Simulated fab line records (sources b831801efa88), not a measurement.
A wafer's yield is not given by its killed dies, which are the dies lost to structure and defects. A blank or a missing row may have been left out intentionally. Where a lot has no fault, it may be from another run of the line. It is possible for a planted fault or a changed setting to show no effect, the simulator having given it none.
A lot that was struck, set against a sound lot    flow sky130    16 steps out of a route of 708
Sound: wafers L922.1, L922.4, L922.6. Struck: wafers L926.1, L926.4, L926.6. The cause is given at the end.
Per side, at each step with rows, come the tool, then ch with its chambers, and then its first start. Under that, the readings that differ: sound wafers    struck wafers    difference of the means    sigmas: that difference in standard deviations of wafers without a fault.
alike: readings with means less than 2 such deviations apart, plus words and numbers identical on both sides. not compared: withheld readings, readings lacking a value on some wafer, bounds such as >300 that could conceal the same value, and numbers that have no deviation in the record and whose values overlap.
Wherever a step has rows on one side only, a row that says differs or no value, or a row with sigmas, the two part there. Numbers that have no deviation but don't overlap get no sigmas and don't part them. Lack of a reading on every wafer of one side parts them only where that side has two or more wafers.

first, 1 step without rows for these wafers: SKY_VT_ADJUST_LVTN_IMPLANT_19.
SKY_VT_ADJUST_LVTN_STRIP_20: strips in O2/N2.
  sound on plasmaAsher-03 ch 0,1, day 10 13:12; struck on plasmaAsher-04 ch 1, day 11 21:13
  alike: drypumpMotorCurrentA, oesProductAu, stripTimeToEndpointS
  not compared: rfHoursCounterH
SKY_VT_ADJUST_LVTN_TW_MEAS_21:
  sound on filmMetro-01 at day 10 13:18; struck on filmMetro-04 at day 11 21:19
  alike: VT_ADJUST_LVTN_2_TW
then, 7 steps without rows for these wafers: SKY_VT_ADJUST_NCORE_DEHYDRATE_00 (time 60 s); SKY_VT_ADJUST_NCORE_HMDS_01 (prime time 60 s); SKY_VT_ADJUST_NCORE_COAT_02 (resist thk 1140 nm); SKY_VT_ADJUST_NCORE_SOFTBAKE_03 (time 60 s); SKY_VT_ADJUST_NCORE_EXPOSE_04 (exposes mask LVTN COMPLEMENT THIN, target cd 380 nm); SKY_VT_ADJUST_NCORE_PEB_05; SKY_VT_ADJUST_NCORE_DEVELOP_06 (develop time 60 s).
SKY_VT_ADJUST_NCORE_CD_MEAS_07: target cd 380 nm.
  sound on cdSem-02 at day 11 12:25; struck on cdSem-02 at day 12 21:46
  alike: cdNm
SKY_VT_ADJUST_NCORE_OVL_MEAS_08:
  sound on overlay-02 at day 11 12:32; struck on overlay-02 at day 12 21:53
reading                   sound        struck          difference  sigmas
VT_ADJUST_NCORE_OVL (nm)  2.5 3.0 3.2  -0.9 -1.2 -1.1  -4.0        -3
SKY_VT_ADJUST_NCORE_IMPLANT_09:
  sound on implanter-04 ch 0, day 11 12:34; struck on implanter-04 ch 0, day 12 21:55
reading           sound                             struck                            difference   sigmas
doseIonsCm2       2.3968e+12 2.3994e+12 2.4018e+12  2.2097e+12 2.2136e+12 2.2143e+12  -1.8680e+11  -75
faradayCurrentUA  13.12 13.78 13.46                 12.25 12.61 12.57                 -0.98        -4
SKY_VT_ADJUST_NCORE_STRIP_10: strips in O2/N2.
  sound on plasmaAsher-02 ch 0,1, day 11 12:43; struck on plasmaAsher-02 ch 0,1, day 12 22:04
  alike: drypumpMotorCurrentA, oesProductAu, stripTimeToEndpointS
  not compared: rfHoursCounterH
SKY_VT_ADJUST_NCORE_TW_MEAS_11:
  sound on filmMetro-01 at day 11 12:49; struck on filmMetro-01 at day 12 22:24
reading             sound              struck             difference  sigmas
VT_ADJUST_NCORE_TW  217.0 217.1 218.3  211.0 212.1 212.3  -5.7        -4
  not compared: hold
-- a jump in the record: the struck wafers' starts before and after are 36 days apart (it breaks off in module VT_ADJUST_NCORE and resumes in module PAD_OPEN, where the first step shown is number 708 of the route) --
SKY_PAD_OPEN_PROBE_99:
  sound on prober-01 at day 48 05:12; struck on prober-02 at day 49 02:43
reading                                sound                         struck                        difference  sigmas
model.etest.nfet_16v.rOnOhmUm          1.408e+04 1.41e+04 1.409e+04  1.374e+04 1.359e+04 1.37e+04  -4.133e+02  
model.etest.resPwellUnderGate.rsOhmSq  2299 2295 2292                2316 2320 2305                +18         
model.etest.pfet_16v.driveUaUm         245.2 242.8 246.9             242 239.9 238                 -5          
model.etest.pfetG5v0d10v5.offLog10AUm  -12.07 -12.14 -12.12          -13.29 -13.34 -13.42          -1.24       
model.etest.pfetG5v0d10v5.vtSatV (V)   -0.5837 -0.602 -0.5924        -0.7189 -0.7207 -0.7493       -0.1369     
model.etest.pfet_16v.vtV (V)           -1.077 -1.075 -1.073          -1.171 -1.173 -1.168          -0.096      
model.etest.pfetG5v0d10v5.vtV (V)      -0.7902 -0.801 -0.7882        -0.8932 -0.8961 -0.9236       -0.1112     
model.etest.pfetG5v0d10v5.vtLongV (V)  -0.9063 -0.9139 -0.9108       -0.9941 -0.9896 -0.9884       -0.0804     
  alike: killed_at_M0_to_M3, killed_at_M4_up, killedAtContacts, killedAtFrontEnd, killedAtOther, killedDies, killedOpen, killedShort

## WHERE THEY PART
First at SKY_VT_ADJUST_NCORE_OVL_MEAS_08; last, within this record, at SKY_VT_ADJUST_NCORE_TW_MEAS_11. Later steps at which nothing parts them and some readings are alike: SKY_PAD_OPEN_PROBE_99.

WHY: what had been put in by the simulator
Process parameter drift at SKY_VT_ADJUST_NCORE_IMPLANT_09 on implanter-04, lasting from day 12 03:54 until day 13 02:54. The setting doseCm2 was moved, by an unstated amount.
